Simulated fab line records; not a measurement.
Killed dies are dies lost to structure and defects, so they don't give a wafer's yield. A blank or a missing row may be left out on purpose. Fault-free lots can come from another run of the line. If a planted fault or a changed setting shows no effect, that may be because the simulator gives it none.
Which tool was responsible? | flow gf180mcu | 12 lots with 36 wafers sampled at 6 steps, on a route of 602 steps

== WHAT THE GAUGES SHOWED, per wafer ==
GF_V3_THK_MEAS_25: measures by xrf.
lot  | measured     | on            | V3_W_THK (nm)
L797 | day 22 22:52 | film_metro-01 | 360 357 355
L801 | day 24 05:14 | film_metro-03 | 354 360 363
L806 | day 25 23:26 | film_metro-03 | 345 359 360
L808 | day 26 20:00 | film_metro-03 | 360 357 350
L809 | day 26 23:35 | film_metro-04 | 358 350 357
L810 | day 27 05:53 | film_metro-04 | 356 357 363
L811 | day 27 13:43 | film_metro-01 | 348 350 353
L812 | day 27 19:45 | film_metro-03 | 354 354 356
L814 | day 28 09:29 | film_metro-03 | 350 345 355
L815 | day 28 18:18 | film_metro-04 | 358 363 351
L816 | day 29 02:01 | film_metro-03 | 354 348 352
L819 | day 29 17:57 | film_metro-03 | 351 352 346

GF_M4_OVL_MEAS_15.
lot  | measured     | on         | M4_OVL (nm)
L797 | day 23 22:42 | overlay-02 | 3 11 1
L801 | day 25 03:13 | overlay-02 | -2 1 6
L806 | day 26 20:52 | overlay-01 | -10 -8 -8
L808 | day 27 16:22 | overlay-02 | -1 -4 -4
L809 | day 27 21:04 | overlay-01 | -12 -14 -5
L810 | day 28 02:31 | overlay-01 | -10 -9 -11
L811 | day 28 09:49 | overlay-01 | 1 -1 2
L812 | day 28 15:52 | overlay-02 | 6 0 2
L814 | day 29 05:49 | overlay-01 | -5 -1 -7
L815 | day 29 14:21 | overlay-01 | 4 -5 -1
L816 | day 29 21:37 | overlay-01 | 5 9 7
L819 | day 30 12:58 | overlay-02 | -7 -8 3

GF_V4_THK_MEAS_01.
lot  | measured     | on            | V4_CVD_00_THK (nm)
L797 | day 23 23:48 | film_metro-04 | 1225 1211 1221
L801 | day 25 04:34 | film_metro-04 | 1219 1224 1230
L806 | day 26 21:52 | film_metro-04 | 1218 1193 1190
L808 | day 27 17:16 | film_metro-02 | 615 604 608
L809 | day 27 21:50 | film_metro-01 | 609 598 596
L810 | day 28 03:37 | film_metro-02 | 608 605 596
L811 | day 28 10:35 | film_metro-02 | 599 616 593
L812 | day 28 16:41 | film_metro-01 | 603 618 606
L814 | day 29 06:37 | film_metro-04 | 615 600 612
L815 | day 29 15:08 | film_metro-02 | 610 593 601
L816 | day 29 22:24 | film_metro-04 | 603 610 614
L819 | day 30 13:52 | film_metro-04 | 598 618 603

GF_V4_BOW_MEAS_05.
lot  | measured     | on            | V4_BOW (um)
L797 | day 24 00:23 | film_metro-04 | 156 157 162
L801 | day 25 05:10 | film_metro-02 | 167 165 172
L806 | day 26 22:31 | film_metro-01 | 169 159 170
L808 | day 27 17:47 | film_metro-01 | 128 125 131
L809 | day 27 22:25 | film_metro-02 | 128 124 127
L810 | day 28 04:07 | film_metro-01 | 138 123 138
L811 | day 28 11:04 | film_metro-04 | 148 136 131
L812 | day 28 17:14 | film_metro-01 | 129 134 120
L814 | day 29 07:07 | film_metro-02 | 133 139 145
L815 | day 29 15:38 | film_metro-04 | 141 130 139
L816 | day 29 22:55 | film_metro-02 | 130 130 134
L819 | day 30 14:22 | film_metro-02 | 120 120 124

== WHICH TOOL RAN EACH LOT (tool, then ch and the chambers of the sampled wafers, then the start) ==
lot  | GF_M4_SPUTTER_02             | GF_V4_CVD_00
L797 | pvd_sputter-02, day 22 23:27 | hdpcvd-01 ch 0,1, day 23 23:28
L801 | pvd_sputter-03, day 24 05:44 | hdpcvd-01 ch 0,2, day 25 04:15
L806 | pvd_sputter-01, day 25 23:56 | hdpcvd-01 ch 0,2, day 26 21:34
L808 | pvd_sputter-03, day 26 20:28 | hdpcvd-01 ch 0,1,2, day 27 17:04
L809 | pvd_sputter-02, day 27 00:05 | hdpcvd-01 ch 0,1,2, day 27 21:46
L810 | pvd_sputter-02, day 27 06:23 | hdpcvd-01 ch 0,1,2, day 28 03:33
L811 | pvd_sputter-01, day 27 14:13 | hdpcvd-02 ch 0,1,2, day 28 10:31
L812 | pvd_sputter-01, day 27 20:14 | hdpcvd-02 ch 0,1,2, day 28 16:36
L814 | pvd_sputter-03, day 28 09:58 | hdpcvd-01 ch 0,2, day 29 06:31
L815 | pvd_sputter-02, day 28 18:46 | hdpcvd-01 ch 0,1,2, day 29 15:02
L816 | pvd_sputter-02, day 29 02:29 | hdpcvd-02 ch 0,2, day 29 22:19
L819 | pvd_sputter-03, day 29 18:26 | hdpcvd-01 ch 0,1,2, day 30 13:47
- GF_M4_SPUTTER_02: material AlCu, target thk 450 nm, time 23.9 s.
- GF_V4_CVD_00: deposits SiO2, target thk 600 nm, time 100 s.

== AS READ BY THE TOOLS THEMSELVES (means over the sampled wafers that have a number; for cases with no such wafer, the mark the record gives instead) ==
GF_M4_SPUTTER_02.
lot  | tool           | chamber_pressure_pa (Pa) | throttle_valve_pct (%)
L797 | pvd_sputter-02 | 0.4015                   | 29.3
L801 | pvd_sputter-03 | 0.4006                   | 29.8
L806 | pvd_sputter-01 | 0.3994                   | 30.5
L808 | pvd_sputter-03 | 0.3999                   | 29.3
L809 | pvd_sputter-02 | 0.3999                   | 29.8
L810 | pvd_sputter-02 | 0.3994                   | 30.4
L811 | pvd_sputter-01 | 0.3999                   | 30.6
L812 | pvd_sputter-01 | 0.4007                   | 29.3
L814 | pvd_sputter-03 | 0.4001                   | 30.0
L815 | pvd_sputter-02 | 0.3995                   | 30.4
L816 | pvd_sputter-02 | 0.3987                   | 31.5
L819 | pvd_sputter-03 | 0.3997                   | 29.9

== THE ANSWER, worked out from the rows above alone ==
Rule: usual is defined by the lots themselves. The widest of any qualifying gaps counts: lots, ordered by their means at a reading, are off when they make up no more than a third of the lots, leave a main group of 4 or more, and stand apart from it by 3 or more times the standard deviation of that group's means. The tables above print the reading to a certain number of digits; a main group whose means all agree to those digits is not used. A lot without any number at a reading at which 4 lots or more have one is off too. Where the step has rows for the other lots, those lots are counted as sound. The gauges are gone through in route order, then the tools' own readings, and for those a lot's mean is taken as printed above. The first step at which some lot is off is used, and at that step the reading that is off furthest; a lot without a number counts as furthest.
Off: at GF_V4_THK_MEAS_01 (V4_CVD_00_THK), L797, L801, L806. The main group: mean 606 nm, standard deviation 3.4.
A tool fits if, at a process step before that reading, it ran every lot that is off, and no sound lot after the first of them. Those tools and the gauges at GF_V4_THK_MEAS_01 are tried in the same way. No candidate that was tried fits.

== WHAT THE SIMULATOR HAD PUT IN ==
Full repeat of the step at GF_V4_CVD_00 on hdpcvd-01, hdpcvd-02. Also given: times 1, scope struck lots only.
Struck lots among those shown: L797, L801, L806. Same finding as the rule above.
